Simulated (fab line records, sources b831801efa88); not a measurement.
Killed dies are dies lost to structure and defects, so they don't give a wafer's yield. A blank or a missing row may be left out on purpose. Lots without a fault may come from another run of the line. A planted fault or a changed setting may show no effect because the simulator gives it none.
fab line records | flow gf180mcu
record lots=15 wafers=45 last_day=34
route steps=602 shown HV_LDD@184 NSD@241
lots that met no fault: from a run of the same line without faults
start_h: hours from the record's first day to the start of the lot's first wafer shown | wait_h: hours since the lot's step before | " the same as in the row above | L1.1+2: a row that stands for several wafers | - no value, or no start given | * or withheld: withheld | < > ~ a bound
route shown NAME@n: a module of which the file shows steps, and the number in the route of the first | usual: mean/standard deviation of fault-free wafers | same: alike in all rows | chamber/n: place in a boat | sites: the reading at each site | _std_site: their standard deviation | _edge_site: outer sites' mean less inner sites' | radius_mm: how far each site lies from the wafer's centre | mask NAME#n: copy n | behind: the tool/chamber that last shaped the wafer | hold: why the lot was held/for how many hours/how that ended | device: the transistor (n, p or np) that didn't switch | end of line: the same wafers' tests at the end of the route | a step without rows: its recipe alone | killed: dies lost to structure and defects at the first sort, not the wafer's yield | map: a wafer's dies, x killed, . not, _ none there
set.NAME: the setting as run; set.NAME@STEP: as run at that earlier step | model.NAME: the simulator's own value behind a step, which no gauge read
steps of the route over a sample of lots; a table a step, a row a wafer
services: from which hour (start_h, from the record's first day; less than 0 if before it) a tool's chamber was out of use, for how many hours, and why
## steps
# step GF_HV_LDD_OVL_MEAS_08
# usual HV_LDD_OVL=-0.7/1.4
# columns lot.wafer tool chamber start_h wait_h HV_LDD_OVL[nm]
L786.1 overlay-02 - 222.35 0.1 -0.1
L786.2 " - " " -1.8
L786.4 " - " " 0.6
L787.2 overlay-01 - 228.55 0.1 2.0
L787.3 " - " " -0.8
L787.4 " - " " -1.7
L788.1 overlay-02 - 239.25 0.1 0.6
L788.2 " - " " 1.8
L788.3 " - " " 0.5
L789.4 overlay-01 - 252.81 0.1 -1.9
L789.5 " - " " -0.5
L789.6 " - " " 0.3
L790.1 overlay-02 - 259.13 0.1 1.5
L790.4 " - " " -0.1
L790.5 " - " " -0.6
L791.2 overlay-02 - 263.76 0.1 -1.8
L791.5 " - " " -2.9
L791.6 " - " " -3.1
L793.1 overlay-02 - 278.13 0.1 -2.4
L793.3 " - " " -1.6
L793.6 " - " " -2.5
L795.2 overlay-01 - 296.90 0.1 -0.1
L795.5 " - " " 0.0
L795.6 " - " " 1.0
L797.1 overlay-01 - 308.40 0.1 -1.8
L797.4 " - " " -1.3
L797.5 " - " " 0.1
L798.2 overlay-01 - 317.24 0.1 1.0
L798.3 " - " " 0.2
L798.4 " - " " 0.1
L799.3 overlay-01 - 317.84 0.1 -3.1
L799.4 " - " " -4.0
L799.6 " - " " -2.7
L800.1 overlay-01 - 329.74 0.1 -0.7
L800.2 " - " " -0.5
L800.6 " - " " -1.4
L805.2 overlay-01 - 363.05 0.1 -0.8
L805.5 " - " " -0.1
L805.6 " - " " -0.2
L806.1 overlay-01 - 371.05 0.1 0.4
L806.2 " - " " 1.4
L806.3 " - " " -0.9
L808.1 overlay-02 - 387.19 0.1 -2.9
L808.4 " - " " -3.0
L808.6 " - " " 0.4
# step GF_HV_LDD_STRIP_10
# recipe chemistry=O2/N2 power_w=1400 pressure_mtorr=1500 platen_temp_c=250 o2_flow_sccm=3000 n2_flow_sccm=300 overash_fraction=0.5
# usual drypump_motor_current_A=5.7/0.45 heater_power_w=356/23 oes_product_au=0.715/0.0041 strip_time_to_endpoint_s=12.62/0.041
# columns lot.wafer tool chamber start_h wait_h drypump_motor_current_A heater_power_w oes_product_au rf_hours_counter_h strip_time_to_endpoint_s
L786.1 plasma_asher-03 1 222.54 0.1 5.7 310 0.713 9 12.63
L786.2 " 0 " " 5.4 361 0.713 9 12.66
L786.4 " 1 " " 5.7 300 0.716 - 12.64
L787.2 plasma_asher-03 0 228.73 0.1 5.4 364 0.719 10 12.64
L787.3 " 0 " " 5.4 356 0.717 - 12.61
L787.4 " 1 " " 5.7 306 0.719 - 12.66
L788.1 plasma_asher-04 1 239.44 0.1 5.5 362 0.710 61 12.61
L788.2 " 0 " " 6.5 370 0.727 61 12.65
L788.3 " 1 " " 5.5 359 0.717 - 12.65
L789.4 plasma_asher-03 0 253.01 0.1 5.4 360 0.715 - 12.58
L789.5 " 0 " " 5.4 361 0.709 - 12.63
L789.6 " 1 " " 5.7 307 0.718 - 12.61
L790.1 plasma_asher-03 1 259.32 0.1 5.7 305 0.721 13 12.62
L790.4 " 0 " " 5.4 358 0.717 - 12.68
L790.5 " 1 " " 5.7 307 0.711 - 12.64
L791.2 plasma_asher-03 1 263.94 0.1 5.7 306 0.715 14 12.61
L791.5 " 1 " " 5.7 304 0.719 - 12.61
L791.6 " 0 " " 5.4 359 0.713 - 12.60
L793.1 plasma_asher-02 0 278.32 0.1 5.6 374 0.714 50 12.63
L793.3 " 0 " " 5.6 371 0.713 - 12.62
L793.6 " 1 " " 5.3 362 0.710 - 12.65
L795.2 plasma_asher-02 1 297.08 0.1 5.2 364 0.719 52 12.60
L795.5 " 1 " " 5.2 361 0.720 - 12.59
L795.6 " 0 " " 5.6 376 0.717 - 12.63
L797.1 plasma_asher-04 1 308.58 0.1 5.5 354 0.719 68 12.52
L797.4 " 1 " " 5.5 364 0.711 - 12.54
L797.5 " 0 " " 6.5 377 0.717 - 12.53
L798.2 plasma_asher-04 0 317.42 0.1 6.5 366 0.718 69 12.60
L798.3 " 0 " " 6.5 385 0.711 - 12.60
L798.4 " 1 " " 5.5 357 0.713 - 12.64
L799.3 plasma_asher-02 1 318.05 0.1 5.2 358 0.714 - 12.58
L799.4 " 0 " " 5.6 366 0.716 - 12.54
L799.6 " 0 " " 5.5 368 0.716 - 12.57
L800.1 plasma_asher-04 0 329.93 0.1 6.5 379 0.713 70 12.68
L800.2 " 1 " " 5.5 348 0.714 70 12.68
L800.6 " 0 " " 6.5 379 0.724 - 12.70
L805.2 plasma_asher-03 0 363.23 0.1 5.5 360 0.725 24 12.60
L805.5 " 1 " " 5.7 305 0.714 - 12.61
L805.6 " 0 " " 5.5 357 0.715 - 12.58
L806.1 plasma_asher-03 1 371.23 0.1 5.7 306 0.721 25 12.70
L806.2 " 0 " " 5.4 362 0.705 25 12.69
L806.3 " 1 " " 5.7 309 0.714 - 12.68
L808.1 plasma_asher-04 0 387.38 0.1 6.5 374 0.719 76 12.66
L808.4 " 0 " " 6.5 377 0.714 - 12.66
L808.6 " 0 " " 6.5 383 0.717 - 12.70
# step GF_HV_LDD_CD_MEAS_46
# recipe target_cd_nm=400
# usual cd_nm=400.4/2.4
# columns lot.wafer tool chamber start_h wait_h cd_nm
L786.1 cd_sem-01 - 279.82 0.1 402.1
L786.2 " - " " 403.2
L786.4 " - " " 400.1
L787.2 cd_sem-02 - 285.55 0.1 398.8
L787.3 " - " " 398.1
L787.4 " - " " 399.6
L788.1 cd_sem-02 - 296.33 0.1 395.9
L788.2 " - " " 397.0
L788.3 " - " " 397.2
L789.4 cd_sem-02 - 312.28 0.1 407.0
L789.5 " - " " 405.2
L789.6 " - " " 405.5
L790.1 cd_sem-02 - 318.66 0.1 402.5
L790.4 " - " " 402.1
L790.5 " - " " 399.9
L791.2 cd_sem-01 - 324.45 0.1 399.3
L791.5 " - " " 398.7
L791.6 " - " " 397.4
L793.1 cd_sem-01 - 339.67 0.1 401.8
L793.3 " - " " 399.6
L793.6 " - " " 399.8
L795.2 cd_sem-02 - 361.05 0.1 400.0
L795.5 " - " " 402.7
L795.6 " - " " 401.8
L797.1 cd_sem-02 - 373.51 0.1 402.2
L797.4 " - " " 402.3
L797.5 " - " " 403.4
L798.2 cd_sem-02 - 383.09 0.1 396.4
L798.3 " - " " 400.5
L798.4 " - " " 396.9
L799.3 cd_sem-01 - 383.41 0.1 398.0
L799.4 " - " " 398.5
L799.6 " - " " 400.8
L800.1 cd_sem-02 - 397.22 0.1 395.8
L800.2 " - " " 399.1
L800.6 " - " " 398.1
L805.2 cd_sem-02 - 433.18 0.1 400.6
L805.5 " - " " 397.7
L805.6 " - " " 401.2
L806.1 cd_sem-02 - 443.12 0.1 396.9
L806.2 " - " " 396.8
L806.3 " - " " 399.7
L808.1 cd_sem-01 - 460.16 0.1 397.6
L808.4 " - " " 399.1
L808.6 " - " " 397.3
# step GF_NSD_DEVELOP_06
# recipe develop_time_s=60 dev_temp_c=23
# usual developer_temp_C=23.02/0.12
# columns lot.wafer tool chamber start_h wait_h developer_temp_C
L786.1 litho_track-03 0 302.23 0.1 23.17
L786.2 " 0 " " 23.02
L786.4 " 0 " " 23.01
L787.2 litho_track-02 0 307.64 0.1 23.07
L787.3 " 0 " " 22.90
L787.4 " 0 " " 22.84
L788.1 litho_track-01 0 319.99 0.1 22.86
L788.2 " 0 " " 22.93
L788.3 " 0 " " 23.00
L789.4 litho_track-02 0 336.04 0.1 22.99
L789.5 " 0 " " 22.93
L789.6 " 0 " " 23.01
L790.1 litho_track-02 0 342.66 0.1 22.97
L790.4 " 0 " " 22.92
L790.5 " 0 " " 22.98
L791.2 litho_track-01 0 348.12 0.1 23.04
L791.5 " 0 " " 23.06
L791.6 " 0 " " 22.90
L793.1 litho_track-03 0 364.13 0.1 23.37
L793.3 " 0 " " 23.26
L793.6 " 0 " " 23.25
L795.2 litho_track-02 0 387.94 0.1 22.89
L795.5 " 0 " " 22.93
L795.6 " 0 " " 23.09
L797.1 litho_track-03 0 401.38 0.1 23.21
L797.4 " 0 " " 23.20
L797.5 " 0 " " 23.03
L798.2 litho_track-01 0 409.12 0.1 23.18
L798.3 " 0 " " 23.17
L798.4 " 0 " " 23.15
L799.3 litho_track-03 0 409.53 0.1 22.97
L799.4 " 0 " " 23.03
L799.6 " 0 " " 22.87
L800.1 litho_track-03 0 424.13 0.1 23.03
L800.2 " 0 " " 23.22
L800.6 " 0 " " 23.05
L805.2 litho_track-01 0 460.27 0.1 23.02
L805.5 " 0 " " 22.97
L805.6 " 0 " " 22.95
L806.1 litho_track-02 0 470.26 0.1 23.13
L806.2 " 0 " " 22.94
L806.3 " 0 " " 22.96
L808.1 litho_track-01 0 487.59 0.1 22.80
L808.4 " 0 " " 23.03
L808.6 " 0 " " 23.00
# step GF_NSD_CD_MEAS_07
# recipe target_cd_nm=400
# usual cd_nm=399.6/2.1
# columns lot.wafer tool chamber start_h wait_h cd_nm
L786.1 cd_sem-01 - 302.38 0.1 397.6
L786.2 " - " " 396.5
L786.4 " - " " 399.0
L787.2 cd_sem-01 - 307.78 0.1 401.0
L787.3 " - " " 400.6
L787.4 " - " " 401.4
L788.1 cd_sem-01 - 320.14 0.1 399.2
L788.2 " - " " 397.5
L788.3 " - " " 398.7
L789.4 cd_sem-02 - 336.17 0.1 398.8
L789.5 " - " " 398.8
L789.6 " - " " 401.7
L790.1 cd_sem-01 - 342.81 0.1 401.2
L790.4 " - " " 402.0
L790.5 " - " " 398.5
L791.2 cd_sem-02 - 348.26 0.1 399.2
L791.5 " - " " 399.9
L791.6 " - " " 399.4
L793.1 cd_sem-02 - 364.28 0.1 396.3
L793.3 " - " " 396.5
L793.6 " - " " 398.2
L795.2 cd_sem-02 - 388.08 0.1 396.8
L795.5 " - " " 394.6
L795.6 " - " " 394.5
L797.1 cd_sem-02 - 401.53 0.1 -
L797.4 " - " " -
L797.5 " - " " -
L798.2 cd_sem-02 - 409.26 0.1 400.8
L798.3 " - " " 399.8
L798.4 " - " " 401.5
L799.3 cd_sem-02 - 409.67 0.1 -
L799.4 " - " " -
L799.6 " - " " -
L800.1 cd_sem-02 - 424.28 0.1 -
L800.2 " - " " -
L800.6 " - " " -
L805.2 cd_sem-02 - 460.41 0.1 395.3
L805.5 " - " " 396.7
L805.6 " - " " 397.1
L806.1 cd_sem-02 - 470.41 0.1 401.7
L806.2 " - " " 402.0
L806.3 " - " " 400.5
L808.1 cd_sem-02 - 487.74 0.1 398.9
L808.4 " - " " 396.6
L808.6 " - " " 396.8
# step GF_NSD_OVL_MEAS_08
# usual NSD_OVL=-0.6/1.3
# columns lot.wafer tool chamber start_h wait_h NSD_OVL[nm]
L786.1 overlay-02 - 302.50 0.1 0.0
L786.2 " - " " 0.0
L786.4 " - " " 2.4
L787.2 overlay-01 - 307.89 0.1 -0.5
L787.3 " - " " 1.3
L787.4 " - " " 1.3
L788.1 overlay-01 - 320.26 0.1 -2.4
L788.2 " - " " -0.3
L788.3 " - " " -1.9
L789.4 overlay-02 - 336.25 0.1 -1.6
L789.5 " - " " -0.2
L789.6 " - " " -1.6
L790.1 overlay-01 - 342.93 0.1 0.0
L790.4 " - " " -1.7
L790.5 " - " " -4.0
L791.2 overlay-02 - 348.37 0.1 -1.6
L791.5 " - " " 0.0
L791.6 " - " " -1.0
L793.1 overlay-02 - 364.40 0.1 -1.8
L793.3 " - " " 0.0
L793.6 " - " " -1.4
L795.2 overlay-02 - 388.19 0.1 -3.5
L795.5 " - " " -0.2
L795.6 " - " " -1.9
L797.1 overlay-02 - 401.65 0.1 -
L797.4 " - " " -
L797.5 " - " " -
L798.2 overlay-01 - 409.37 0.1 -1.9
L798.3 " - " " -0.5
L798.4 " - " " -1.4
L799.3 overlay-01 - 409.76 0.1 -
L799.4 " - " " -
L799.6 " - " " -
L800.1 overlay-01 - 424.40 0.1 -
L800.2 " - " " -
L800.6 " - " " -
L805.2 overlay-02 - 460.52 0.1 -0.8
L805.5 " - " " 0.2
L805.6 " - " " 0.3
L806.1 overlay-01 - 470.53 0.1 -1.3
L806.2 " - " " 0.1
L806.3 " - " " -2.1
L808.1 overlay-01 - 487.86 0.1 -0.7
L808.4 " - " " 0.3
L808.6 " - " " 0.4
# step GF_NSD_TW_MEAS_12
# usual NSD_TW=4234/42
# columns lot.wafer tool chamber start_h wait_h NSD_TW
L786.1 film_metro-02 - 302.94 0.1 4264
L786.2 " - " " 4277
L786.4 " - " " 4243
L787.2 film_metro-02 - 308.33 0.1 4268
L787.3 " - " " 4267
L787.4 " - " " 4279
L788.1 film_metro-02 - 320.70 0.1 4237
L788.2 " - " " 4277
L788.3 " - " " 4246
L789.4 film_metro-04 - 336.70 0.1 4191
L789.5 " - " " 4215
L789.6 " - " " 4206
L790.1 film_metro-03 - 343.37 0.1 4250
L790.4 " - " " 4249
L790.5 " - " " 4252
L791.2 film_metro-02 - 348.81 0.1 4280
L791.5 " - " " 4289
L791.6 " - " " 4264
L793.1 film_metro-03 - 364.83 0.1 4267
L793.3 " - " " 4264
L793.6 " - " " 4261
L795.2 film_metro-03 - 388.63 0.1 4226
L795.5 " - " " 4240
L795.6 " - " " 4226
L797.1 film_metro-03 - 402.08 0.1 30
L797.4 " - " " 30
L797.5 " - " " 30
L798.2 film_metro-03 - 409.81 0.1 4260
L798.3 " - " " 4264
L798.4 " - " " 4247
L799.3 film_metro-02 - 410.20 0.1 30
L799.4 " - " " 30
L799.6 " - " " 30
L800.1 film_metro-04 - 424.83 0.1 29
L800.2 " - " " 29
L800.6 " - " " 29
L805.2 film_metro-04 - 460.96 0.1 4209
L805.5 " - " " 4190
L805.6 " - " " 4198
L806.1 film_metro-03 - 470.97 0.1 4293
L806.2 " - " " 4264
L806.3 " - " " 4290
L808.1 film_metro-02 - 488.30 0.1 4241
L808.4 " - " " 4251
L808.6 " - " " 4236
## services
# columns tool chamber start_h hours kind
plasma_asher-02 - 200.34 13.9 repair
plasma_asher-03 - 200.73 4.5 repair
plasma_asher-04 - 291.85 4.3 pm
plasma_asher-02 - 411.97 14.6 pm
plasma_asher-04 - 421.25 9.0 pm
plasma_asher-04 0 421.25 9.0 vent_cycle
plasma_asher-04 1 421.25 9.0 vent_cycle
plasma_asher-04 0 430.25 - clean
plasma_asher-04 1 430.25 - clean
litho_track-02 - 450.51 - consumable_replace:filter
plasma_asher-02 - 455.97 2.8 pm
## key
first_sign step=GF_NSD_CD_MEAS_07 reading=cd_nm direction=missing
effect step=GF_NSD_OVL_MEAS_08 reading=NSD_OVL direction=missing
effect step=GF_NSD_TW_MEAS_12 reading=NSD_TW direction=down sigmas=99+ usual=4234 struck=30
met_at GF_NSD_DEVELOP_06
struck_lots L797,L799,L800
sort_left_out L797.1,L797.4,L797.5,L799.3,L799.4,L799.6,L800.1,L800.2,L800.6
tester_left_out L797,L799,L800
not_acting_at GF_HV_LDD_OVL_MEAS_08,GF_HV_LDD_STRIP_10,GF_HV_LDD_CD_MEAS_46
onset_between 364.13 401.38
fault kind=process_parameter_drift tool=litho_track-03 chamber=- onset_h=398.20 steps=GF_NSD_DEVELOP_06 channel=develop_time_s offset=* shape=step end_h=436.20 acts_in=* stated=*
# tester_left_out: of these lots the tester's yield and bins aren't shown, on N5 and GAA mostly nor the transistor test; their killed dies are dies lost to structure and defects alone, not to doping, threshold or leakage, so they don't give the yield
# sort_left_out: the simulated sort isn't trusted on such a fault, so these wafers' sort isn't shown, and their yield isn't known
